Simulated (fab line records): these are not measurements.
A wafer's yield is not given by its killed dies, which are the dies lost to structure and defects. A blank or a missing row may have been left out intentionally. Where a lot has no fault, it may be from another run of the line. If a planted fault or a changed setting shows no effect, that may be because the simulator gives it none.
Chamber matching | flow gf180mcu | 4 sister chambers for GF_V3_ETCH_16 on rie_diel-04
The step etches BARC in N2/H2. 27 wafers are shown with their chamber, then 12 later ones without.

== EACH WAFER AND ITS CHAMBER ==
wafer  | chamber | drypump_motor_current_A (A) | rf_fwd_power_W (W) | chamber_pressure_mTorr (mTorr)
L078.1 | 1       | 6.1                         | 491.4              | 30.005
L078.2 | 0       | 5.2                         | 494.7              | 30.023
L078.5 | 3       | 6.1                         | 498.4              | 29.964
L079.2 | 1       | 6.2                         | 492.9              | 30.001
L079.3 | 2       | 5.4                         | 495.9              | 30.009
L079.5 | 0       | 5.3                         | 498.8              | 29.979
L080.1 | 2       | 5.4                         | 497.3              | 30.038
L080.3 | 1       | 6.2                         | 494.0              | 30.000
L080.5 | 0       | 5.2                         | 497.1              | 29.994
L082.1 | 0       | 5.3                         | 495.8              | 30.037
L082.4 | 2       | 5.4                         | 495.7              | 30.003
L082.5 | 2       | 5.4                         | 493.2              | 30.012
L083.1 | 2       | 5.4                         | 493.4              | 29.956
L083.2 | 0       | 5.3                         | 496.3              | 30.020
L083.5 | 0       | 5.3                         | 497.6              | 30.029
L085.3 | 2       | 5.4                         | 496.4              | 29.954
L085.4 | 3       | 6.2                         | 496.3              | 30.053
L085.5 | 2       | 5.4                         | 495.7              | 29.977
L087.2 | 1       | 6.2                         | 491.8              | 29.970
L087.3 | 3       | 6.1                         | 494.0              | 29.983
L087.4 | 0       | 5.3                         | 495.3              | 29.979
L088.1 | 1       | 6.2                         | 492.9              | 30.028
L088.4 | 3       | 6.1                         | 493.4              | 30.025
L088.5 | 0       | 5.3                         | 497.9              | 30.041
L089.1 | 3       | 6.1                         | 491.5              | 30.009
L089.4 | 1       | 6.2                         | 497.0              | 29.947
L089.5 | 3       | 6.1                         | 493.5              | 30.037

SIGNATURES (averages over the wafers above)
reading                 | chamber 0 | chamber 1 | chamber 2 | chamber 3 | scatter within a chamber
drypump_motor_current_A | 5.275     | 6.183     | 5.400     | 6.117     | 0.0371
rf_fwd_power_W          | 496.688   | 493.333   | 495.371   | 494.517   | 1.84
chamber_pressure_mTorr  | 30.01275  | 29.99183  | 29.99271  | 30.01183  | 0.0295
Rule: a wafer lies at a distance from a chamber equal to the root of the sum of squares, over the readings, of (its reading less the chamber's mean, divided by the reading's scatter). If the next closest chamber is less than 2 further off than the closest, the wafer can't be placed; otherwise it belongs to the closest. The scatter is the square root of a quotient: the sum, over the shown wafers, of each reading's squared deviation from its chamber's mean, divided by wafers minus chambers.

== WAFERS WITH NO CHAMBER GIVEN ==
wafer  | drypump_motor_current_A (A) | rf_fwd_power_W (W) | chamber_pressure_mTorr (mTorr)
L091.1 | 6.1                         | 494.7              | 29.957
L091.5 | 6.1                         | 495.2              | 29.988
L091.6 | 5.4                         | 495.9              | 30.014
L093.2 | 5.3                         | 498.0              | 30.053
L093.4 | 5.4                         | 489.6              | 30.017
L093.6 | 6.1                         | 494.9              | 29.975
L096.2 | 6.2                         | 494.0              | 30.027
L096.3 | 5.3                         | 495.6              | 30.024
L096.5 | 5.4                         | 494.6              | 30.013
L095.1 | 5.3                         | 497.8              | 29.978
L095.5 | 6.2                         | 496.3              | 29.985
L095.6 | 5.4                         | 495.1              | 29.966

== THE CHAMBER EACH PASSED THROUGH ==
wafer  | from the rows above     | in truth
L091.1 | can't be placed: 3 or 1 | 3
L091.5 | can't be placed: 3 or 1 | 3
L091.6 | 2                       | 2
L093.2 | can't be placed: 0 or 2 | 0
L093.4 | can't be placed: 2 or 0 | 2
L093.6 | can't be placed: 3 or 1 | 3
L096.2 | can't be placed: 1 or 3 | 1
L096.3 | can't be placed: 0 or 2 | 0
L096.5 | 2                       | 2
L095.1 | can't be placed: 0 or 2 | 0
L095.5 | can't be placed: 1 or 3 | 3
L095.6 | 2                       | 2
Correctly placed: 3 of 12. Unplaceable from these rows: 9, with the true chamber sitting among the candidates in 9. Wrongly placed: 0.
